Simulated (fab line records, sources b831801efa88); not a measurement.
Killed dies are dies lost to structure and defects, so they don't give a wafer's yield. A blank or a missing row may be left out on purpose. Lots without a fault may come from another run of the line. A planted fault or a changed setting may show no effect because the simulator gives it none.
fab line records | flow sky130
record lots=10 wafers=30 last_day=50
route steps=708 shown LI_CONTACT@381 VIA1@461 METAL2@501 PAD_OPEN@708
lots that met no fault: from a run of the same line without faults
start_h: hours from the record's first day to the start of the lot's first wafer shown | wait_h: hours since the lot's step before | " the same as in the row above | L1.1+2: a row that stands for several wafers | - no value, or no start given | * or withheld: withheld | < > ~ a bound
route shown NAME@n: a module of which the file shows steps, and the number in the route of the first | usual: mean/standard deviation of fault-free wafers | same: alike in all rows | chamber/n: place in a boat | sites: the reading at each site | _std_site: their standard deviation | _edge_site: outer sites' mean less inner sites' | radius_mm: how far each site lies from the wafer's centre | mask NAME#n: copy n | behind: the tool/chamber that last shaped the wafer | hold: why the lot was held/for how many hours/how that ended | device: the transistor (n, p or np) that didn't switch | end of line: the same wafers' tests at the end of the route | a step without rows: its recipe alone | killed: dies lost to structure and defects at the first sort, not the wafer's yield | map: a wafer's dies, x killed, . not, _ none there
set.NAME: the setting as run; set.NAME@STEP: as run at that earlier step | model.NAME: the simulator's own value behind a step, which no gauge read
steps of the route over a sample of lots; a table a step, a row a wafer
services: from which hour (start_h, from the record's first day; less than 0 if before it) a tool's chamber was out of use, for how many hours, and why
## steps
# step SKY_LI_CONTACT_SPUTTER_19
# recipe material=Ti target_thk_nm=20 chamber_pressure_pa=5 power_w=2500 substrate_temp_c=200 time_s=106.37
# usual cathode_dc_power_W=2499.9/0.46 throttle_valve_pct=30.0/1.1
# columns lot.wafer tool chamber start_h wait_h cathode_dc_power_W throttle_valve_pct
L893.1 pvd_sputter-01 - 673.98 0.0 2500.4 29.8
L893.2 " - " " 2500.9 30.7
L893.3 " - " " 2499.8 31.1
L900.2 pvd_sputter-01 - 756.45 0.0 2500.0 30.9
L900.4 " - " " 2500.0 31.6
L900.5 " - " " 2500.5 31.0
L903.1 pvd_sputter-01 - 758.39 0.0 2500.5 30.9
L903.4 " - " " 2499.7 31.6
L903.5 " - " " 2499.9 31.1
L902.3 pvd_sputter-02 - 759.00 0.0 2499.5 29.1
L902.4 " - " " 2499.2 30.1
L902.5 " - " " 2499.7 28.3
L906.4 pvd_sputter-01 - 785.70 0.0 2499.5 30.9
L906.5 " - " " 2499.9 30.9
L906.6 " - " " 2499.8 30.6
L908.3 pvd_sputter-01 - 801.44 0.0 2500.0 31.5
L908.4 " - " " 2499.6 29.7
L908.5 " - " " 2500.1 30.8
L909.3 pvd_sputter-01 - 805.84 0.0 2500.1 30.6
L909.4 " - " " 2499.2 31.6
L909.6 " - " " 2500.2 29.8
L913.1 pvd_sputter-02 - 838.99 0.0 2500.4 30.2
L913.3 " - " " 2500.0 29.0
L913.6 " - " " 2500.8 29.3
L914.2 pvd_sputter-02 - 850.53 0.0 2500.1 30.2
L914.4 " - " " 2499.6 28.9
L914.5 " - " " 2500.2 30.6
L916.2 pvd_sputter-02 - 856.38 0.0 2499.8 29.0
L916.3 " - " " 2499.6 28.5
L916.4 " - " " 2499.8 29.4
# step SKY_VIA1_BOW_MEAS_03
# recipe mode=bow
# usual VIA1_BOW=80/7.3
# columns lot.wafer tool chamber start_h wait_h VIA1_BOW[um]
L893.1 film_metro-01 - 764.33 0.1 75
L893.2 " - " " 75
L893.3 " - " " 74
L900.2 film_metro-03 - 842.00 0.1 85
L900.4 " - " " 75
L900.5 " - " " 82
L903.1 film_metro-01 - 844.38 0.1 80
L903.4 " - " " 93
L903.5 " - " " 88
L902.3 film_metro-03 - 846.12 0.2 85
L902.4 " - " " 79
L902.5 " - " " 82
L906.4 film_metro-01 - 871.74 0.2 66
L906.5 " - " " 76
L906.6 " - " " 69
L908.3 film_metro-01 - 886.61 0.3 92
L908.4 " - " " 78
L908.5 " - " " 75
L909.3 film_metro-03 - 891.26 0.1 70
L909.4 " - " " 78
L909.6 " - " " 77
L913.1 film_metro-01 - 921.31 0.1 72
L913.3 " - " " 76
L913.6 " - " " 65
L914.2 film_metro-01 - 932.74 0.3 77
L914.4 " - " " 80
L914.5 " - " " 81
L916.2 film_metro-03 - 938.66 0.1 90
L916.3 " - " " 89
L916.4 " - " " 71
# step SKY_VIA1_ETCH_14
# recipe chemistry=N2/H2 target=BARC ion_energy_ev=200 source_w=500 bias_w=100 pressure_mtorr=30 n2_flow_sccm=100 h2_flow_sccm=200 stop_on=SiO2 time_s=45.9 target_depth_a=600
# usual drypump_motor_current_A=5.6/0.34 oes_product_au=0.854/0.0044 run_length_s=74.2/0.36 throttle_valve_pct=13.225/0.0085
# columns lot.wafer tool chamber start_h wait_h drypump_motor_current_A oes_product_au rf_hours_counter_h run_length_s throttle_valve_pct
L893.1 rie_diel-04 0 791.36 0.0 6.3 0.847 15 74.4 13.221
L893.2 " 1 " " 5.9 0.853 4 74.2 13.228
L893.3 " 3 " " 5.3 0.853 17 74.3 13.231
L900.2 rie_diel-02 1 868.53 0.0 5.3 0.847 20 74.6 13.223
L900.4 " 0 " " 5.4 0.864 9 74.4 13.226
L900.5 " 0 " " 5.4 0.853 - 74.0 13.222
L903.1 rie_diel-02 2 871.26 0.0 5.7 0.851 13 73.9 13.230
L903.4 " 3 " " 6.1 0.849 7 74.2 13.230
L903.5 " 1 " " 5.3 0.848 - 74.4 13.224
L902.3 rie_diel-02 1 872.86 0.0 5.3 0.851 20 74.5 13.226
L902.4 " 0 " " 5.5 0.855 10 74.3 13.213
L902.5 " 0 " " 5.4 0.859 - 74.2 13.224
L906.4 rie_diel-02 1 897.46 0.0 5.3 0.857 21 74.7 13.222
L906.5 " 0 " " 5.4 0.857 - 74.0 13.220
L906.6 " 3 " " 6.2 0.853 - 74.1 13.223
L908.3 rie_diel-02 2 911.46 0.0 5.7 0.853 14 73.3 13.211
L908.4 " 0 " " 5.4 0.845 10 74.5 13.241
L908.5 " 0 " " 5.4 0.994 - 66.2 13.243
L909.3 rie_diel-01 3 916.96 0.0 5.5 0.861 5 74.2 13.235
L909.4 " 1 " " 5.7 0.856 3 74.0 13.215
L909.6 " 0 " " 5.2 0.866 - 74.8 13.223
L913.1 rie_diel-02 0 946.57 0.0 5.4 0.998 11 65.9 13.226
L913.3 " 1 " " 5.3 0.850 22 74.7 13.220
L913.6 " 1 " " 5.3 0.856 - 74.5 13.227
L914.2 rie_diel-04 0 957.31 0.0 6.3 0.856 20 74.2 13.217
L914.4 " 3 " " 5.3 0.845 21 74.5 13.247
L914.5 " 2 " " 5.7 0.853 - 73.5 13.225
L916.2 rie_diel-01 3 962.71 0.0 5.5 0.848 7 74.1 13.250
L916.3 " 0 " " 5.2 0.855 23 74.9 13.229
L916.4 " 1 " " 5.8 0.851 5 73.7 13.225
# step SKY_VIA1_STRIP_16
# recipe chemistry=O2/N2 power_w=1400 pressure_mtorr=1500 platen_temp_c=withheld o2_flow_sccm=3000 n2_flow_sccm=300 overash_fraction=0.5
# usual drypump_motor_current_A=5.5/0.41 oes_product_au=0.416/0.0047 strip_time_to_endpoint_s=4.459/0.026
# same overash_fraction=0.5
# columns lot.wafer tool chamber start_h wait_h drypump_motor_current_A oes_product_au rf_hours_counter_h strip_time_to_endpoint_s
L893.1 plasma_asher-02 0 791.45 0.0 5.0 0.425 4 4.475
L893.2 " 1 " " 5.7 0.425 4 4.501
L893.3 " 1 " " 5.8 0.418 - 4.456
L900.2 plasma_asher-01 1 868.62 0.0 5.0 0.408 42 4.467
L900.4 " 0 " " 6.1 0.421 - 4.464
L900.5 " 0 " " 6.1 0.418 - 4.456
L903.1 plasma_asher-02 0 871.34 0.0 5.0 0.411 11 4.471
L903.4 " 0 " " 5.1 0.408 - 4.450
L903.5 " 0 " " 5.0 0.418 - 4.435
L902.3 plasma_asher-02 1 872.98 0.1 5.7 0.421 - 4.438
L902.4 " 0 " " 5.0 0.408 - 4.469
L902.5 " 1 " " 5.7 0.415 - 4.432
L906.4 plasma_asher-02 1 897.58 0.1 5.7 0.416 - 4.444
L906.5 " 1 " " 5.7 0.411 - 4.460
L906.6 " 0 " " 5.0 0.422 - 4.454
L908.3 plasma_asher-01 1 911.58 0.1 5.0 0.413 - 4.454
L908.4 " 0 " " 6.1 0.418 - 4.445
L908.5 " 1 " " 5.0 0.420 - 4.533
L909.3 plasma_asher-02 0 917.08 0.1 5.1 0.412 - 4.456
L909.4 " 1 " " 5.7 0.424 - 4.434
L909.6 " 1 " " 5.7 0.422 - 4.484
L913.1 plasma_asher-01 1 946.66 0.0 5.0 0.413 50 4.536
L913.3 " 1 " " 5.0 0.413 - 4.414
L913.6 " 0 " " 6.1 0.416 - 4.441
L914.2 plasma_asher-04 0 957.40 0.0 5.1 0.414 117 4.430
L914.4 " 1 " " 5.8 0.413 - 4.402
L914.5 " 0 " " 5.1 0.413 - 4.385
L916.2 plasma_asher-04 1 962.79 0.0 5.8 0.413 118 4.458
L916.3 " 0 " " 5.1 0.420 - 4.478
L916.4 " 1 " " 5.8 0.415 - 4.452
# step SKY_METAL2_ETCH_18
# recipe chemistry=N2/H2 target=BARC ion_energy_ev=200 bias_w=100 pressure_mtorr=30 n2_flow_sccm=100 h2_flow_sccm=200 icp_w=500 stop_on=SiO2 time_s=45.9 target_depth_a=600
# usual drypump_motor_current_A=5.5/0.54 oes_product_au=0.854/0.0045 run_length_s=74.1/0.33 throttle_valve_pct=13.225/0.0079
# columns lot.wafer tool chamber start_h wait_h drypump_motor_current_A oes_product_au rf_hours_counter_h run_length_s throttle_valve_pct
L893.1 rie_metal-02 1 819.36 0.0 6.5 0.856 14 74.0 13.231
L893.2 " 0 " " 5.0 0.855 3 74.3 13.237
L893.3 " 0 " " 5.0 0.850 - 74.5 13.233
L900.2 rie_metal-04 1 896.44 0.0 5.1 0.860 8 74.7 13.236
L900.4 " 1 " " 5.1 0.856 - 74.7 13.205
L900.5 " 0 " " 6.3 0.852 - 73.6 13.218
L903.1 rie_metal-04 0 898.76 0.0 6.3 0.851 11 73.4 13.226
L903.4 " 1 " " 5.1 0.854 - 74.2 13.215
L903.5 " 1 " " 5.1 0.850 - 74.2 13.224
L902.3 rie_metal-02 0 900.57 0.0 5.0 0.852 - 74.1 13.223
L902.4 " 1 " " 6.5 0.850 - 74.0 13.221
L902.5 " 1 " " 6.4 0.854 - 74.3 13.233
L906.4 rie_metal-01 1 923.51 0.0 5.4 0.857 - 74.1 13.218
L906.5 " 1 " " 5.4 0.857 - 73.9 13.211
L906.6 " 0 " " 5.2 0.853 - 74.2 13.213
L908.3 rie_metal-02 0 937.83 0.1 5.0 0.856 - 73.9 13.227
L908.4 " 0 " " 5.0 0.853 - 74.1 13.202
L908.5 " 0 " " 5.0 0.855 - 73.9 13.218
L909.3 rie_metal-01 1 943.62 0.0 5.4 0.854 - 73.9 13.231
L909.4 " 0 " " 5.2 0.853 - 74.4 13.219
L909.6 " 0 " " 5.2 0.860 - 74.7 13.217
L913.1 rie_metal-01 0 972.71 0.0 5.2 0.849 14 74.4 13.236
L913.3 " 0 " " 5.2 0.854 - 74.6 13.226
L913.6 " 0 " " 5.2 0.858 - 74.6 13.226
L914.2 rie_metal-02 0 983.06 0.0 5.0 0.863 12 74.3 13.223
L914.4 " 1 " " 6.5 0.855 - 73.8 13.229
L914.5 " 1 " " 6.4 0.857 - 73.9 13.225
L916.2 rie_metal-04 0 988.26 0.0 6.2 0.852 16 73.8 13.215
L916.3 " 0 " " 6.3 0.850 - 73.7 13.219
L916.4 " 1 " " 5.1 0.850 - 74.5 13.233
# step SKY_PAD_OPEN_PROBE_99
# usual defect_limited_yield=82.6/1.8 killed_at_M0_to_M3=43/6.6 killed_at_M4_up=2.9/1.6 killed_at_contacts=24/4.9 killed_at_front_end=15/4.5 killed_at_other=0.2/0.45 killed_dies=86/8.8 killed_open=48/6.4 killed_short=38/5.6 sort_bin_3_pad_short=0.8/0.38 sort_bin_5_function=10.2/1.4 sort_bin_6_memory=6.4/1.1 sort_n_pass=406/8.8 sort_yield_pct=82.6/1.8
# same gross_dies=492 killed_at_back_side=0 sort_bin_4_leakage[%]=0 sort_bin_8_speed[%]=0
# columns lot.wafer tool chamber start_h wait_h defect_limited_yield[%] killed_at_M0_to_M3 killed_at_M4_up killed_at_contacts killed_at_front_end killed_at_other killed_dies killed_open killed_short sort_bin_3_pad_short[%] sort_bin_5_function[%] sort_bin_6_memory[%] sort_n_pass sort_yield_pct[%]
L908.3 prober-01 - 1167.15 0.2 83.9 46 6 20 7 0 79 40 39 0.8 9.8 5.5 413 83.9
L908.4 prober-01 - 1167.20 0.2 83.9 39 5 15 20 0 79 47 32 0.2 10.0 5.9 413 83.9
L909.3 prober-02 - 1172.22 0.2 79.1 45 1 35 22 0 103 59 44 0.4 12.8 7.7 389 79.1
L909.4 prober-02 - 1172.27 0.2 79.1 55 3 25 20 0 103 43 60 1.2 12.6 7.1 389 79.1
L909.6 prober-02 - 1172.37 0.2 82.7 41 1 29 14 0 85 47 38 0.4 9.3 7.5 407 82.7
# killed by level:class
L908.3 VIA1:geometric_particle:open=12 VIA2:geometric_particle:open=8 VIA1:geometric_particle:short=8 CONTACT:geometric_particle:open=6 LI_CONTACT:geometric_particle:open=5 CONTACT:geometric_particle:short=5 METAL1:geometric_particle:short=5 METAL4:geometric_particle:short=5
L908.4 VIA1:geometric_particle:open=9 CONTACT:geometric_particle:open=8 VIA2:geometric_particle:open=7 POLY_GATE:geometric_particle:short=6 METAL1:geometric_particle:short=6 POLY_GATE:geometric_particle:open=5 VIA3:geometric_particle:open=4 METAL4:geometric_particle:short=4
L909.3 CONTACT:geometric_particle:open=17 VIA1:geometric_particle:open=10 METAL1:geometric_particle:short=8 FIELD_ISO:geometric_particle:open=6 LI_CONTACT:geometric_particle:open=6 VIA3:geometric_particle:open=6 FIELD_ISO:geometric_particle:short=5 CONTACT:geometric_particle:short=5
L909.4 VIA3:geometric_particle:open=11 VIA1:geometric_particle:open=10 CONTACT:geometric_particle:short=8 POLY_GATE:geometric_particle:short=7 LI_CONTACT:geometric_particle:open=6 METAL1:geometric_particle:short=6 METAL2:geometric_particle:short=6 FIELD_ISO:geometric_particle:open=5
L909.6 LI_CONTACT:geometric_particle:open=9 CONTACT:geometric_particle:open=8 VIA1:geometric_particle:open=8 VIA3:geometric_particle:open=8 CONTACT:geometric_particle:short=5 VIA1:geometric_particle:short=5 FIELD_ISO:geometric_particle:short=4 LOCAL_INTERCONNECT:geometric_particle:short=4
## services
# columns tool chamber start_h hours kind
rie_metal-04 - 657.53 2.8 pm
pvd_sputter-02 - 690.88 4.6 repair
plasma_asher-02 - 698.84 2.2 repair
pvd_sputter-01 - 721.31 8.6 repair
rie_diel-02 3 724.93 6.5 repair
plasma_asher-02 - 733.75 9.0 pm
plasma_asher-01 - 735.68 1.2 repair
rie_diel-02 0 742.45 4.2 repair
pvd_sputter-01 - 746.08 0.6 repair
rie_metal-01 0 751.15 3.6 repair
plasma_asher-02 - 762.01 2.1 repair
rie_metal-04 - 782.70 0.9 repair
rie_metal-02 1 787.09 11.1 repair
rie_diel-02 - 795.79 0.6 repair
rie_diel-02 - 815.16 4.3 pm
pvd_sputter-01 - 832.34 1.9 repair
rie_metal-04 0 840.16 5.6 repair
plasma_asher-02 - 844.87 4.4 repair
rie_metal-01 1 886.97 13.6 repair
plasma_asher-02 - 907.51 1.2 repair
pvd_sputter-01 - 916.24 2.6 repair
plasma_asher-02 - 923.91 30.0 repair
rie_diel-02 2 946.10 2.4 repair
pvd_sputter-02 - 972.47 2.1 repair
## key
first_sign step=SKY_VIA1_ETCH_14 reading=oes_product_au direction=up sigmas=32 usual=0.854 struck=0.996
effect step=SKY_VIA1_ETCH_14 reading=run_length_s direction=down sigmas=22 usual=* struck=*
effect step=SKY_VIA1_STRIP_16 reading=strip_time_to_endpoint_s direction=up sigmas=2.9 usual=* struck=*
met_at SKY_VIA1_ETCH_14
struck_lots L908,L913
struck_wafers L908.5,L913.1
not_acting_at SKY_LI_CONTACT_SPUTTER_19,SKY_VIA1_BOW_MEAS_03,SKY_METAL2_ETCH_18
onset_between 897.46 911.46
fault kind=process_parameter_drift tool=rie_diel-02 chamber=- onset_h=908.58 steps=SKY_VIA1_ETCH_14 channel=time_s offset=* shape=step end_h=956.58 scope=struck_wafers_only acts_in=* stated=*
